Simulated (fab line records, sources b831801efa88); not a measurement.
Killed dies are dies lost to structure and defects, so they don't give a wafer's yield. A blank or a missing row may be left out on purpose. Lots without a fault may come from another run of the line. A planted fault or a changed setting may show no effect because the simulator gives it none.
Chamber matching | flow sky130 | SKY_METAL3_CLEAN_21 on wet_bench-01: 4 sister chambers
The step cleans in IPA, time 180 s. 8 wafers are shown with their chamber, then 8 later ones without.

WAFERS WITH THEIR CHAMBER
wafer  | chamber | temp_c (C)
L534.2 | 1       | 25.01
L534.5 | 1       | 24.96
L536.3 | 2       | 25.03
L536.4 | 2       | 25.03
L537.6 | 3       | 25.09
L541.3 | 0       | 25.20
L541.5 | 0       | 24.92
L545.3 | 3       | 24.93

WAFERS WITHOUT THEIR CHAMBER
wafer  | temp_c (C)
L545.4 | 24.89
L545.6 | 24.84
L550.1 | 24.85
L550.4 | 24.82
L550.6 | 24.85
L551.4 | 24.99
L551.5 | 25.18
L551.6 | 25.00

WHICH CHAMBER EACH WENT THROUGH
wafer  | from the rows above               | in truth
L545.4 | can't be placed: 1 or 3 or 2 or 0 | 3
L545.6 | can't be placed: 1 or 3 or 2 or 0 | 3
L550.1 | can't be placed: 1 or 3 or 2 or 0 | 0
L550.4 | can't be placed: 1 or 3 or 2 or 0 | 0
L550.6 | can't be placed: 1 or 3 or 2 or 0 | 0
L551.4 | can't be placed: 1 or 3 or 2 or 0 | 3
L551.5 | can't be placed: 0 or 2 or 3 or 1 | 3
L551.6 | can't be placed: 3 or 1 or 2 or 0 | 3
Placed correctly: 0 of 8. Can't be placed from these rows: 8 (the true chamber is among the candidates in 8). Placed wrongly: 0.
How it was worked out, from the rows above alone: a wafer's distance from a chamber is the root of the sum, over the readings, of the square of ((its reading less the chamber's mean) divided by the reading's scatter). The wafer belongs to the nearest chamber; if the next one is less than 2 further off, it can't be placed. A chamber's mean is the mean of its shown wafers. The scatter: the root of (the sum of the squares of (reading less its chamber's mean) over the shown wafers, divided by (wafers less chambers)).
